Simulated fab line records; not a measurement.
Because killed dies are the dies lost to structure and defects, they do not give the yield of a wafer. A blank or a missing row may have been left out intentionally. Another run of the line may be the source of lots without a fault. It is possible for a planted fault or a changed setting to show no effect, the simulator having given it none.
Which tool was responsible? | flow gf180mcu | 10 lots with 30 wafers sampled at 6 steps, on a route of 602 steps

WHAT EACH GAUGE READ, for each wafer
GF_V4_RS_MEAS_24: a four-point-probe measurement. Usual: V4_W_RS 0.330 ohm/sq, standard deviation 0.0036.
lot  | measured     | on            | V4_W_RS (ohm/sq)  | flag
L580 | day 25 00:52 | film_metro-02 | 0.331 0.327 0.329 |
L582 | day 26 06:09 | film_metro-01 | 0.333 0.332 0.332 |
L583 | day 26 13:11 | film_metro-04 | 0.334 0.333 0.327 |
L586 | day 27 10:26 | film_metro-01 | 0.330 0.328 0.327 |
L588 | day 28 00:13 | film_metro-04 | 0.329 0.332 0.329 |
L589 | day 28 09:51 | film_metro-04 | 0.331 0.333 0.330 |
L590 | day 28 12:04 | film_metro-04 | 0.332 0.329 0.333 |
L597 | day 30 06:05 | film_metro-01 | 0.328 0.322 0.327 |
L598 | day 30 15:53 | film_metro-02 | 0.335 0.336 0.336 |
L601 | day 31 09:09 | film_metro-02 | 0.329 0.323 0.324 |

GF_V4_THK_MEAS_25: measures by xrf. Usual: V4_W_THK 332 nm, standard deviation 4.6.
lot  | measured     | on            | V4_W_THK (nm) | flag
L580 | day 25 00:58 | film_metro-02 | 328 329 328   |
L582 | day 26 06:16 | film_metro-01 | 330 329 330   |
L583 | day 26 13:19 | film_metro-04 | 326 330 336   |
L586 | day 27 10:33 | film_metro-01 | 335 335 336   |
L588 | day 28 00:20 | film_metro-04 | 333 331 334   |
L589 | day 28 09:58 | film_metro-04 | 331 330 331   |
L590 | day 28 12:10 | film_metro-04 | 330 333 329   |
L597 | day 30 06:12 | film_metro-01 | 339 344 342   |
L598 | day 30 16:01 | film_metro-02 | 327 327 326   |
L601 | day 31 09:16 | film_metro-02 | 333 337 336   |

GF_MIM_THK_MEAS_06. Usual: MIM_CVD_05_THK 41.9 nm, standard deviation 0.54.
lot  | measured     | on            | MIM_CVD_05_THK (nm) | flag
L580 | day 25 01:35 | film_metro-03 | 41.5 42.8 42.2      |
L582 | day 26 06:52 | film_metro-02 | 41.5 42.3 41.7      |
L583 | day 26 13:55 | film_metro-01 | 41.5 42.3 42.5      |
L586 | day 27 11:10 | film_metro-01 | 42.3 42.5 42.3      |
L588 | day 28 00:58 | film_metro-01 | 41.6 41.5 42.3      |
L589 | day 28 10:34 | film_metro-03 | 41.1 41.8 42.8      |
L590 | day 28 12:47 | film_metro-02 | 40.9 41.6 42.1      |
L597 | day 30 06:49 | film_metro-02 | 41.7 42.3 42.4      |
L598 | day 30 16:37 | film_metro-01 | 42.0 41.3 43.0      |
L601 | day 31 09:53 | film_metro-03 | 41.4 41.6 43.1      |

GF_MIM_RS_MEAS_10: a four-point-probe measurement. Usual: MIM_ALCU_RS 0.1610 ohm/sq, standard deviation 0.0016.
lot  | measured     | on            | MIM_ALCU_RS (ohm/sq) | flag
L580 | day 25 01:46 | film_metro-03 | 0.1603 0.1577 0.1599 |
L582 | day 26 07:02 | film_metro-01 | 0.1604 0.1610 0.1626 |
L583 | day 26 14:05 | film_metro-03 | 0.1617 0.1637 0.1630 |
L586 | day 27 11:20 | film_metro-03 | 0.1621 0.1578 0.1573 |
L588 | day 28 01:07 | film_metro-02 | 0.1609 0.1597 0.1616 |
L589 | day 28 10:44 | film_metro-03 | 0.1436 0.1604 0.1622 | OFF
L590 | day 28 12:58 | film_metro-01 | 0.1440 0.1614 0.1598 | OFF
L597 | day 30 06:59 | film_metro-01 | 0.1614 0.1594 0.1591 |
L598 | day 30 16:47 | film_metro-03 | 0.1622 0.1582 0.1601 |
L601 | day 31 10:03 | film_metro-01 | 0.1633 0.1633 0.1599 |

GF_MIM_THK_MEAS_11: measures by xrf. Usual: MIM_ALCU_THK 200.2 nm, standard deviation 2.3.
lot  | measured     | on            | MIM_ALCU_THK (nm) | flag
L580 | day 25 01:52 | film_metro-03 | 202.2 205.8 203.4 |
L582 | day 26 07:09 | film_metro-01 | 198.8 198.9 198.2 |
L583 | day 26 14:12 | film_metro-03 | 200.2 198.4 199.0 |
L586 | day 27 11:27 | film_metro-03 | 198.8 203.9 204.2 |
L588 | day 28 01:14 | film_metro-02 | 199.4 202.0 200.0 |
L589 | day 28 10:51 | film_metro-03 | 223.8 201.7 200.2 | OFF
L590 | day 28 13:04 | film_metro-01 | 223.2 199.6 201.4 | OFF
L597 | day 30 07:05 | film_metro-01 | 199.9 201.6 201.9 |
L598 | day 30 16:54 | film_metro-03 | 200.1 203.8 202.4 |
L601 | day 31 10:10 | film_metro-01 | 197.0 195.8 201.2 |

WHICH TOOL RAN EACH LOT (tool, then ch and the chambers of the sampled wafers, then the start)
lot  | GF_MIM_SPUTTER_08
L580 | pvd_sputter-04, day 25 01:40
L582 | pvd_sputter-04, day 26 06:58
L583 | pvd_sputter-04, day 26 14:02
L586 | pvd_sputter-04, day 27 11:16
L588 | pvd_sputter-04, day 28 01:04
L589 | pvd_sputter-04, day 28 10:40
L590 | pvd_sputter-04, day 28 12:52
L597 | pvd_sputter-02, day 30 06:55
L598 | pvd_sputter-02, day 30 16:44
L601 | pvd_sputter-04, day 31 09:59
- GF_MIM_SPUTTER_08: material AlCu, target thk 200 nm, time 10.6 s.

AS READ BY THE TOOLS THEMSELVES (means over the sampled wafers that have a number; for cases with no such wafer, the mark the record gives instead)
GF_MIM_SPUTTER_08. Usual: cathode_dc_power_W 10600 W, standard deviation 2; throttle_valve_pct 30.0 %, standard deviation 1.1.
lot  | tool           | cathode_dc_power_W (W) | throttle_valve_pct (%) | flag
L580 | pvd_sputter-04 | 10599                  | 30.6                   |
L582 | pvd_sputter-04 | 10600                  | 30.1                   |
L583 | pvd_sputter-04 | 10601                  | 29.6                   |
L586 | pvd_sputter-04 | 10598                  | 30.7                   |
L588 | pvd_sputter-04 | 10600                  | 29.5                   |
L589 | pvd_sputter-04 | 10981                  | 29.7                   | OFF
L590 | pvd_sputter-04 | 10982                  | 31.1                   | OFF
L597 | pvd_sputter-02 | 10601                  | 29.6                   |
L598 | pvd_sputter-02 | 10598                  | 29.1                   |
L601 | pvd_sputter-04 | 10601                  | 29.9                   |

THE ANSWER, worked out from the rows above alone
Rule: a lot counts as off when the mean over its wafers that have a number is more than 3 standard deviations away from the usual mean. Also off: a lot with no number at a reading for which 4 or more lots have one. Any other lot the step has rows for is counted as sound. The gauges are gone through in route order, then the tools' own readings, and for those a lot's mean is taken as printed above. The first step at which some lot is off is used, and at that step the reading that is off furthest; a lot without a number counts as furthest.
Off: at GF_MIM_RS_MEAS_10 (MIM_ALCU_RS), L589, L590.
If a tool, at a process step before that reading, ran all the lots that are off and no sound lot after the first of them, it fits. Not tried: the gauges at GF_MIM_RS_MEAS_10; whatever is off there is also off at GF_MIM_SPUTTER_08, on other tools, and gauge error can't account for it. Not one of the candidates tried fits.

WHAT THE SIMULATOR HAD INSERTED
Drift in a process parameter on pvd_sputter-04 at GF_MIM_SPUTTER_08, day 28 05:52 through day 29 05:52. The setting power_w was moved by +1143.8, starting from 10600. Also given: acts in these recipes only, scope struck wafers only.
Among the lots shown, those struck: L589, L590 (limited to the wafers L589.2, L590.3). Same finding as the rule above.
